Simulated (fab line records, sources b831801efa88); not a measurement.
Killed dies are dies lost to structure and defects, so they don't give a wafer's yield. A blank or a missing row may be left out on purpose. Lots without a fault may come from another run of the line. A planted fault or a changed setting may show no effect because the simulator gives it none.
Tool commonality check | flow gf180mcu | 13 lots, 45 wafers sampled

WHY IT WAS OPENED
At GF_STI_THK_MEAS_30 the reading STI_OXIDATION_02_THK is flagged on 2 of 13 lots. Wafers without a fault read 10.09 nm, standard deviation 0.16.
Rule: a lot is flagged when every wafer of it that has a number lies more than 4 standard deviations from that mean, or none has a number. The other lots count as sound.

lot  | measured    | on            | STI_OXIDATION_02_THK (nm), wafer by wafer | flag
L951 | day 2 08:50 | film_metro-04 | 10.20 10.31 10.17                         |
L952 | day 2 13:51 | film_metro-03 | 10.38 10.30 10.17                         |
L953 | day 2 16:53 | film_metro-01 | 10.05 9.80 10.09                          |
L955 | day 3 02:48 | film_metro-04 | 10.14 10.27 10.45                         |
L956 | day 3 08:11 | film_metro-01 | 10.15 10.08 9.95                          |
L957 | day 3 12:21 | film_metro-03 | 10.02 10.22 10.12                         |
L958 | day 3 19:55 | film_metro-04 | 10.17 9.90 10.06                          |
L959 | day 3 22:47 | film_metro-03 | 10.13 10.04 10.03                         |
L961 | day 4 11:20 | film_metro-03 | 10.18 10.28 10.28                         |
L963 | day 4 20:35 | film_metro-01 | 9.98 9.90 9.93                            |
L969 | day 6 03:18 | film_metro-01 | 11.30 11.40 11.42 11.32 11.40 11.38       | FLAGGED
L970 | day 6 09:25 | film_metro-01 | 9.87 10.17 9.98                           |
L974 | day 7 06:08 | film_metro-03 | 11.37 11.37 11.45 11.43 11.40 11.43       | FLAGGED
The numbers of the flagged lots are 11.39 nm on average: +1.30 nm against the usual, or +8 standard deviations.

WHICH TOOL RAN EACH LOT
The record holds 1 process step before the reading, out of a route of 602 steps. In each cell: the tool, then ch and the chambers that the sampled wafers went through, then the start.
lot  | flag    | GF_STI_OXIDATION_29
L951 |         | furnace-02 ch 0, day 2 07:26
L952 |         | furnace-02 ch 0, day 2 12:28
L953 |         | furnace-01 ch 0, day 2 15:28
L955 |         | furnace-02 ch 0, day 3 01:25
L956 |         | furnace-01 ch 0, day 3 06:47
L957 |         | furnace-02 ch 0, day 3 10:56
L958 |         | furnace-02 ch 0, day 3 18:31
L959 |         | furnace-02 ch 0, day 3 21:23
L961 |         | furnace-01 ch 0, day 4 09:56
L963 |         | furnace-01 ch 0, day 4 19:12
L969 | FLAGGED | furnace-01 ch 0, day 6 01:54
L970 |         | furnace-02 ch 0, day 6 08:00
L974 | FLAGGED | furnace-01 ch 0, day 7 04:44
What these steps do:
- GF_STI_OXIDATION_29: stabilise 600 s, purge 300 s, target thk 10 nm.
- GF_STI_THK_MEAS_30

FLAGGED OVER TOTAL, TOOL BY TOOL (the gauges that took the reading come last)
step                | tool          | lots run | flagged | share of the flagged lots | sound lots run after its first flagged lot
GF_STI_OXIDATION_29 | furnace-01    | 6        | 2       | all                       | 0
GF_STI_OXIDATION_29 | furnace-02    | 7        | 0       | none                      | -
GF_STI_THK_MEAS_30  | film_metro-01 | 5        | 1       | some                      | 1 (L970)
GF_STI_THK_MEAS_30  | film_metro-03 | 5        | 1       | some                      | 0
GF_STI_THK_MEAS_30  | film_metro-04 | 3        | 0       | none                      | -

WHAT THE TABLE ALLOWS
1 row of the table ran every flagged lot: furnace-01 at GF_STI_OXIDATION_29.
- furnace-01 at GF_STI_OXIDATION_29: 2 of its 6 lots flagged. Its last sound lot is L963 (day 4 19:12), its first flagged lot L969 (day 6 01:54): a fault that began between those two fits.
One tool is left: furnace-01 at GF_STI_OXIDATION_29.

WHAT THE SIMULATOR HAD PUT IN
Process parameter drift: furnace-01, from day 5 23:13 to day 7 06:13, at GF_STI_OXIDATION_29. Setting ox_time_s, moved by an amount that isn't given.
Lots struck among those shown: L969, L974. The rule above found the same.
